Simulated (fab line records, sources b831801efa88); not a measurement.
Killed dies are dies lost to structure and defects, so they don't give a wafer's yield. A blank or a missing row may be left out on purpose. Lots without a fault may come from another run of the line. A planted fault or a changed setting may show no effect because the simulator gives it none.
Chamber matching | flow sky130 | SKY_PASSIVATION_CVD_00 on pecvd-04: 3 sister chambers
The step deposits SiO2, target thk 90 nm. 6 wafers are shown with their chamber, then 9 later ones without.

WAFERS WITH THEIR CHAMBER
wafer  | chamber | heater_power_w (W)
L085.5 | 1       | 747
L088.4 | 2       | 772
L088.5 | 0       | 631
L089.1 | 2       | 763
L089.2 | 1       | 791
L089.5 | 0       | 630

WAFERS WITHOUT THEIR CHAMBER
wafer  | heater_power_w (W)
L090.3 | 621
L090.4 | 818
L090.5 | 643
L093.2 | 658
L093.3 | 694
L093.4 | 689
L094.2 | 577
L094.3 | 675
L094.4 | 598

WHICH CHAMBER EACH WENT THROUGH
wafer  | from the rows above          | in truth
L090.3 | 0                            | 0
L090.4 | can't be placed: 1 or 2      | 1
L090.5 | 0                            | 0
L093.2 | 0                            | 0
L093.3 | can't be placed: 0 or 2 or 1 | 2
L093.4 | can't be placed: 0 or 2 or 1 | 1
L094.2 | 0                            | 0
L094.3 | 0                            | 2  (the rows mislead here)
L094.4 | 0                            | 0
Placed correctly: 5 of 9. Can't be placed from these rows: 3 (the true chamber is among the candidates in 3). Placed wrongly: 1.
How it was worked out, from the rows above alone: a wafer's distance from a chamber is the root of the sum, over the readings, of the square of ((its reading less the chamber's mean) divided by the reading's scatter). The wafer belongs to the nearest chamber; if the next one is less than 2 further off, it can't be placed. A chamber's mean is the mean of its shown wafers. The scatter: the root of (the sum of the squares of (reading less its chamber's mean) over the shown wafers, divided by (wafers less chambers)).
